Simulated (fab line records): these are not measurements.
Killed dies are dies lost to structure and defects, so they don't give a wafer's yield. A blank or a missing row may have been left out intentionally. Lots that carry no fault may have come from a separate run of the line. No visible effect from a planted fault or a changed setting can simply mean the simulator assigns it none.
Comparing a struck lot with a sound one    flow sky130    43 steps out of a route of 708
Sound: the wafers L908.2, L908.4, L908.6. Struck: wafer L897.2 (L897.4, L897.6, from the same lot, were not struck and are left out); the cause is given at the end.
For every step that has rows: the tool of each side, followed by ch and its chambers, followed by its first start. Under that, the readings that differ: sound wafers    struck wafers    difference of the means    sigmas: that difference in standard deviations of wafers without a fault.
alike: a reading whose means differ by less than 2 such deviations, as well as words and numbers matching on both sides. not compared: withheld readings; readings where some wafer has no value; bounds like >300 that might hide an equal value; numbers whose values overlap and for which the record gives no deviation.
A row with sigmas, a row that says differs or no value, or rows on one side alone: a step with any of these is where the two part. Numbers that have no deviation but don't overlap get no sigmas and don't part them. A reading that every wafer of one side lacks parts them only if that side has two wafers or more.

SKY_LI_CONTACT_OVL_MEAS_13:
  struck on overlay-01, day 30 23:51; sound on overlay-02, day 35 22:03
  alike: LI_CONTACT_OVL
then, 6 steps without rows for these wafers: SKY_LI_CONTACT_ETCH_14 (etches BARC in N2/H2, stops on SiO2, time 45.9 s, target depth 60 nm); SKY_LI_CONTACT_ETCH_15 (etches PSG in C4F8/O2/Ar, stops on Si, target depth 600 nm); SKY_LI_CONTACT_STRIP_16 (strips in O2/N2); SKY_LI_CONTACT_CLEAN_17 (cleans in NMP, time 600 s); SKY_LI_CONTACT_PRE_CLEAN_18 (time 5.6 s); SKY_LI_CONTACT_SPUTTER_19 (material Ti, target thk 20 nm, time 106.37 s).
SKY_LI_CONTACT_SPUTTER_20: material TiN, target thk 20 nm, time 80 s.
  struck on pvd-sputter-04, day 31 00:22; sound on pvd-sputter-02, day 35 22:35
  alike: throttle-valve-pct
then, 1 step without rows for these wafers: SKY_LI_CONTACT_CVD_21 (deposits W, target thk 400 nm, time 120.56 s).
SKY_LI_CONTACT_RS_MEAS_22: a four-point-probe measurement.
  struck on film-metro-01, day 31 00:35; sound on film-metro-03, day 35 22:48
  alike: LI_CONTACT_W_RS
SKY_LI_CONTACT_THK_MEAS_23: measures by xrf.
  struck on film-metro-01, day 31 00:41; sound on film-metro-03, day 35 22:55
  alike: LI_CONTACT_W_THK
then, 1 step without rows for these wafers: SKY_LI_CONTACT_CMP_24 (polishes, stops on PSG, t overpolish 20 s, target thk 0 nm).
SKY_LOCAL_INTERCONNECT_SPUTTER_00: material TiN, target thk 100 nm, time 83.3 s.
  struck on pvd-sputter-01, day 31 01:02; sound on pvd-sputter-01, day 35 23:19
  alike: throttle-valve-pct
SKY_LOCAL_INTERCONNECT_RS_MEAS_01: a four-point-probe measurement.
  struck on film-metro-04, day 31 01:07; sound on film-metro-04, day 35 23:23
  alike: LOCAL_INTERCONNECT_TIN_RS
SKY_LOCAL_INTERCONNECT_THK_MEAS_02: measures by xrf.
  struck on film-metro-04, day 31 01:14; sound on film-metro-04, day 35 23:30
reading                          sound            struck  difference  sigmas
LOCAL_INTERCONNECT_TIN_THK (nm)  100.7 99.0 99.5  102.7   +3.0        +2
then, 8 steps without rows for these wafers: SKY_LOCAL_INTERCONNECT_DEHYDRATE_03 (time 60 s); SKY_LOCAL_INTERCONNECT_HMDS_04 (prime time 60 s); SKY_LOCAL_INTERCONNECT_COAT_05 (resist thk 60 nm); SKY_LOCAL_INTERCONNECT_COAT_06 (resist thk 450 nm); SKY_LOCAL_INTERCONNECT_SOFTBAKE_07 (time 90 s); SKY_LOCAL_INTERCONNECT_EXPOSE_08 (exposes mask LI1M, target cd 170 nm); SKY_LOCAL_INTERCONNECT_PEB_09; SKY_LOCAL_INTERCONNECT_DEVELOP_10 (develop time 60 s).
SKY_LOCAL_INTERCONNECT_CD_MEAS_11 targets a cd of 170 nm.
  struck on cd-sem-01, day 32 05:19; sound on cd-sem-01, day 37 01:29
reading     sound              struck  difference  sigmas
cd-nm (nm)  171.9 171.6 171.0  167.6   -3.9        -2
SKY_LOCAL_INTERCONNECT_OVL_MEAS_12:
  struck on overlay-02, day 32 05:25; sound on overlay-02, day 37 01:35
  alike: LOCAL_INTERCONNECT_OVL
SKY_LOCAL_INTERCONNECT_ETCH_13: etches BARC in N2/H2, stops on SiO2, time 45.9 s, target depth 60 nm.
  sound on rie-metal-02 ch 0,1, day 37 01:37; struck on rie-metal-02 ch 0, day 32 05:27
  alike: drypump-motor-current-A, oes-product-au, throttle-valve-pct
  not compared: rf-hours-counter-h
then, 1 step without rows for these wafers: SKY_LOCAL_INTERCONNECT_METAL_ETCH_14 (etches TiN in Cl2/BCl3, stops on PSG, target depth 110 nm, time 31.4 s).
SKY_LOCAL_INTERCONNECT_STRIP_15: strips in O2/N2.
  sound on plasma-asher-01 ch 1, day 37 01:44; struck on plasma-asher-04 ch 1, day 32 05:34
  alike: drypump-motor-current-A, oes-product-au, strip-time-to-endpoint-s
  not compared: rf-hours-counter-h
then, 3 steps without rows for these wafers: SKY_LOCAL_INTERCONNECT_STRIP_16 (strips in post etch residue remover, time 1200 s); SKY_LOCAL_INTERCONNECT_CLEAN_17 (cleans in IPA, time 180 s); SKY_LOCAL_INTERCONNECT_CLEAN_18 (cleans in O3/DIW).
SKY_CONTACT_CVD_00: deposits Si3N4, target thk 75 nm.
  sound on pecvd-02 ch 0,2, day 37 02:20; struck on pecvd-02 ch 0, day 32 06:14
  alike: heater-power-w
SKY_CONTACT_THK_MEAS_01:
  struck on film-metro-01, day 32 06:16; sound on film-metro-01, day 37 02:24
  alike: CONTACT_CVD_00_THK
then, 1 step without rows for these wafers: SKY_CONTACT_HDPCVD_02 (deposits SiO2, target thk 565 nm, time 94.2 s).
SKY_CONTACT_THK_MEAS_03:
  struck on film-metro-04, day 32 06:24; sound on film-metro-01, day 37 02:32
  alike: CONTACT_HDPCVD_THK
SKY_CONTACT_CMP_04: polishes SiO2.
  sound on cmp-01 ch 0,2,3, day 37 02:38; struck on cmp-02 ch 0, day 32 06:30
  alike: motor-current-A, time-to-endpoint-s
SKY_CONTACT_BOW_MEAS_05:
  struck on film-metro-01, day 32 06:46; sound on film-metro-01, day 37 02:54
reading           sound     struck  difference  sigmas
CONTACT_BOW (um)  70 85 72  90      +14         +2
then, 5 steps without rows for these wafers: SKY_CONTACT_DEHYDRATE_06 (time 60 s); SKY_CONTACT_HMDS_07 (prime time 60 s); SKY_CONTACT_COAT_08 (resist thk 60 nm); SKY_CONTACT_COAT_09 (resist thk 450 nm); SKY_CONTACT_SOFTBAKE_10 (time 90 s).
-- the record jumps here: 15 days lie between the struck wafers' starts before and after (it left off in module CONTACT and takes up again in module PAD_OPEN, whose first step shown is number 708 of the route) --
SKY_PAD_OPEN_PROBE_99:
  struck on prober-02, day 47 05:53; sound on prober-02, day 50 13:44
reading             sound     struck                    difference                    sigmas
hold                - - -     await-dispo/3.6h/release  no value on the sound wafers  
killed-at-contacts  23 27 30  81                        +54                           +9
killed-dies         95 86 98  132                       +39                           +4
  alike: killed_at_M0_to_M3, killed_at_M4_up, killed-at-front-end, killed-at-other, killed-open, killed-short

== WHERE THEY PART ==
Earliest at SKY_LOCAL_INTERCONNECT_THK_MEAS_02; latest, in this record, at SKY_PAD_OPEN_PROBE_99.

WHY: what had been put in by the simulator
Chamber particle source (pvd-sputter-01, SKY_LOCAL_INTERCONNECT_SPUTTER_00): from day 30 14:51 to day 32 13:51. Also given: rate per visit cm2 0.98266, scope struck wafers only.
